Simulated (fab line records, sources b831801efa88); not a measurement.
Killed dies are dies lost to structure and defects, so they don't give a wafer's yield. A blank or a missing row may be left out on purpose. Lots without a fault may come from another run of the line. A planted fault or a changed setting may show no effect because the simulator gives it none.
Chamber matching | flow gf180mcu | GF_V4_CVD_02 on pecvd-04: 3 sister chambers
The step deposits SiO2 from TEOS, target thk 850 nm, time 94.851 s. 3 wafers are shown with their chamber, then 12 later ones without.

WAFERS WITH THEIR CHAMBER
wafer  | chamber | heater_power_w (W)
L081.5 | 0       | 713
L089.1 | 1       | 488
L089.4 | 2       | 717

WAFERS WITHOUT THEIR CHAMBER
wafer  | heater_power_w (W)
L090.1 | 679
L090.3 | 499
L090.6 | 521
L091.1 | 736
L091.2 | 531
L091.3 | 617
L092.2 | 424
L092.3 | 715
L092.6 | 463
L096.1 | 609
L096.3 | 631
L096.6 | 689

WHICH CHAMBER EACH WENT THROUGH
wafer  | from the rows above          | in truth
L090.1 | can't be placed: 0 or 2      | 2
L090.3 | 1                            | 1
L090.6 | 1                            | 1
L091.1 | can't be placed: 2 or 0      | 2
L091.2 | 1                            | 1
L091.3 | can't be placed: 0 or 2 or 1 | 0
L092.2 | 1                            | 1
L092.3 | can't be placed: 0 or 2      | 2
L092.6 | 1                            | 1
L096.1 | can't be placed: 0 or 2 or 1 | 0
L096.3 | can't be placed: 0 or 2 or 1 | 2
L096.6 | can't be placed: 0 or 2      | 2
Placed correctly: 5 of 12. Can't be placed from these rows: 7 (the true chamber is among the candidates in 7). Placed wrongly: 0.
How it was worked out, from the rows above alone: a wafer's distance from a chamber is the root of the sum, over the readings, of the square of ((its reading less the chamber's mean) divided by the reading's scatter). The wafer belongs to the nearest chamber; if the next one is less than 2 further off, it can't be placed. A chamber's mean is the mean of its shown wafers. The scatter: with one shown wafer a chamber, the root of the mean of the squares of how far each hidden wafer lies from its nearest shown one.
